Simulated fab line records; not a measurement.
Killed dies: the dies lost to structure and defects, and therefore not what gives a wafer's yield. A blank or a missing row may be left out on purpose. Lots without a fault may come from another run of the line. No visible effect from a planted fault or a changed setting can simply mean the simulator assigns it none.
Which of the tools did it? | flow gf180mcu | 13 lots with 39 wafers sampled at 5 steps, on a route of 602 steps

== WHAT THE GAUGES READ, wafer by wafer ==
GF_CONTACT_OVL_MEAS_15. Usual: CONTACT_OVL gives 1 nm (standard deviation 6.3).
lot  | measured     | on         | CONTACT_OVL (nm) | flag
L386 | day 16 03:10 | overlay-01 | -6 -3 0          |
L388 | day 16 16:49 | overlay-01 | -5 -8 -2         |
L390 | day 17 12:25 | overlay-01 | -5 8 6           |
L391 | day 17 20:23 | overlay-01 | 4 0 -2           |
L392 | day 18 05:26 | overlay-02 | 4 -2 -5          |
L393 | day 18 08:44 | overlay-01 | 3 4 7            |
L395 | day 19 18:02 | overlay-01 | 6 10 8           |
L396 | day 20 06:04 | overlay-02 | 1 -1 0           |
L397 | day 20 07:40 | overlay-02 | -3 1 2           |
L405 | day 23 02:52 | overlay-01 | -2 -1 1          |
L406 | day 23 13:25 | overlay-01 | 3 9 8            |
L407 | day 23 20:55 | overlay-02 | 1 1 7            |
L409 | day 24 14:43 | overlay-01 | 9 19 13          |

GF_M1_THK_MEAS_06: measures by xrf. Usual: M1_ALCU_THK gives 452 nm (standard deviation 5.3).
lot  | measured     | on            | M1_ALCU_THK (nm) | flag
L386 | day 16 04:41 | film metro-01 | 458 456 454      |
L388 | day 16 18:20 | film metro-03 | 455 455 453      |
L390 | day 17 13:57 | film metro-02 | 458 458 459      |
L391 | day 17 21:55 | film metro-02 | 456 453 450      |
L392 | day 18 06:58 | film metro-01 | 450 446 447      |
L393 | day 18 10:16 | film metro-03 | 455 446 451      |
L395 | day 19 19:50 | film metro-01 | 448 447 452      |
L396 | day 20 07:36 | film metro-02 | 459 458 457      |
L397 | day 20 09:11 | film metro-02 | 450 455 453      |
L405 | day 23 04:23 | film metro-03 | 430 455 437      |
L406 | day 23 14:56 | film metro-03 | 432 429 451      |
L407 | day 23 22:27 | film metro-03 | 446 445 445      |
L409 | day 24 16:24 | film metro-03 | 450 452 446      |

== WHAT TOOL EACH LOT RAN ON (gives the tool, then ch and the chambers of the sampled wafers, and finally the start) ==
lot  | GF_SALICIDE_RTA_06               | GF_CONTACT_CMP_04             | GF_M1_SPUTTER_04
L386 | rtp anneal-01 ch 0, day 15 05:29 | cmp-01 ch 1,2,3, day 15 06:16 | pvd sputter-01, day 16 04:32
L388 | rtp anneal-01 ch 0, day 15 18:13 | cmp-01 ch 1,2,3, day 15 18:44 | pvd sputter-03, day 16 18:11
L390 | rtp anneal-02 ch 0, day 16 12:50 | cmp-01 ch 0,1,3, day 16 13:20 | pvd sputter-01, day 17 13:47
L391 | rtp anneal-02 ch 0, day 16 20:23 | cmp-01 ch 1,2, day 16 20:56   | pvd sputter-03, day 17 21:44
L392 | rtp anneal-01 ch 0, day 17 05:26 | cmp-01 ch 0,1, day 17 05:57   | pvd sputter-01, day 18 06:47
L393 | rtp anneal-01 ch 0, day 17 08:17 | cmp-01 ch 1,2, day 17 08:45   | pvd sputter-02, day 18 10:04
L395 | rtp anneal-02 ch 0, day 18 16:08 | cmp-02 ch 0,2,3, day 18 16:46 | pvd sputter-01, day 19 19:39
L396 | rtp anneal-01 ch 0, day 19 04:14 | cmp-02 ch 0,2, day 19 04:48   | pvd sputter-03, day 20 07:26
L397 | rtp anneal-01 ch 0, day 19 06:21 | cmp-02 ch 1,2,3, day 19 06:52 | pvd sputter-02, day 20 09:01
L405 | rtp anneal-02 ch 0, day 22 02:28 | cmp-02 ch 1,2,3, day 22 02:59 | pvd sputter-01, day 23 04:13
L406 | rtp anneal-02 ch 0, day 22 13:26 | cmp-02 ch 2,3, day 22 13:58   | pvd sputter-01, day 23 14:47
L407 | rtp anneal-02 ch 0, day 22 21:40 | cmp-02 ch 0,1, day 22 22:17   | pvd sputter-03, day 23 22:17
L409 | rtp anneal-01 ch 0, day 23 16:02 | cmp-01 ch 1,2,3, day 23 16:34 | pvd sputter-02, day 24 16:14
- GF_SALICIDE_RTA_06: time 30 s.
- GF_CONTACT_CMP_04: polishes SiO2.
- GF_M1_SPUTTER_04: material TiN, target thk 50 nm, time 41.7 s.

== WHAT THE TOOLS THEMSELVES READ (means of the sampled wafers that have a number; where no wafer has one, the mark that the record gives instead) ==
GF_SALICIDE_RTA_06. Usual: lamp power pct 6.9 %, standard deviation 0.65; wafer_temp_C_max 531.7, standard deviation 0.37.
lot  | tool          | lamp power pct (%) | wafer_temp_C_max | flag
L386 | rtp anneal-01 | 6.3                | 531.7            |
L388 | rtp anneal-01 | 6.3                | 531.6            |
L390 | rtp anneal-02 | 7.7                | 531.6            |
L391 | rtp anneal-02 | 7.7                | 531.5            |
L392 | rtp anneal-01 | 6.3                | 531.7            |
L393 | rtp anneal-01 | 6.3                | 532.3            |
L395 | rtp anneal-02 | 7.7                | 531.7            |
L396 | rtp anneal-01 | 6.4                | 531.5            |
L397 | rtp anneal-01 | 6.3                | 531.9            |
L405 | rtp anneal-02 | 7.7                | 532.1            |
L406 | rtp anneal-02 | 7.7                | 531.4            |
L407 | rtp anneal-02 | 7.7                | 531.4            |
L409 | rtp anneal-01 | 6.3                | 531.6            |

GF_CONTACT_CMP_04. Usual: motor current A 11.4 A, standard deviation 0.71; time to endpoint s 110 s, standard deviation 5.3.
lot  | tool   | motor current A (A) | time to endpoint s (s) | flag
L386 | cmp-01 | 11.4                | 114                    |
L388 | cmp-01 | 11.1                | 109                    |
L390 | cmp-01 | 11.6                | 112                    |
L391 | cmp-01 | 11.2                | 114                    |
L392 | cmp-01 | 11.7                | 108                    |
L393 | cmp-01 | 11.1                | 109                    |
L395 | cmp-02 | 11.6                | 112                    |
L396 | cmp-02 | 11.7                | 112                    |
L397 | cmp-02 | 11.6                | 107                    |
L405 | cmp-02 | 11.4                | 111                    |
L406 | cmp-02 | 11.6                | 110                    |
L407 | cmp-02 | 11.5                | 115                    |
L409 | cmp-01 | 10.8                | 106                    |

GF_M1_SPUTTER_04. Usual: throttle valve pct at 29.8 %, with a standard deviation of 1.1.
lot  | tool           | throttle valve pct (%) | flag
L386 | pvd sputter-01 | 30.5                   |
L388 | pvd sputter-03 | 29.1                   |
L390 | pvd sputter-01 | 31.0                   |
L391 | pvd sputter-03 | 29.9                   |
L392 | pvd sputter-01 | 30.5                   |
L393 | pvd sputter-02 | 28.9                   |
L395 | pvd sputter-01 | 30.4                   |
L396 | pvd sputter-03 | 29.1                   |
L397 | pvd sputter-02 | 29.3                   |
L405 | pvd sputter-01 | 30.3                   |
L406 | pvd sputter-01 | 30.3                   |
L407 | pvd sputter-03 | 29.8                   |
L409 | pvd sputter-02 | 29.7                   |

== THE ANSWER, worked out from the rows above alone ==
Rule: a lot counts as off when the mean over its wafers that have a number is more than 3 standard deviations away from the usual mean. Also off: a lot with no number at a reading for which 4 or more lots have one. Where the step has rows for the other lots, those lots are counted as sound. The gauges are gone through in route order, then the tools' own readings, and for those a lot's mean is taken as printed above. At the first step where some lot is off, the reading lying furthest off is the one used; lots without a number count as furthest.
None of the lots is off at any reading shown; this tells nothing.

== WHAT THE SIMULATOR HAD INSERTED ==
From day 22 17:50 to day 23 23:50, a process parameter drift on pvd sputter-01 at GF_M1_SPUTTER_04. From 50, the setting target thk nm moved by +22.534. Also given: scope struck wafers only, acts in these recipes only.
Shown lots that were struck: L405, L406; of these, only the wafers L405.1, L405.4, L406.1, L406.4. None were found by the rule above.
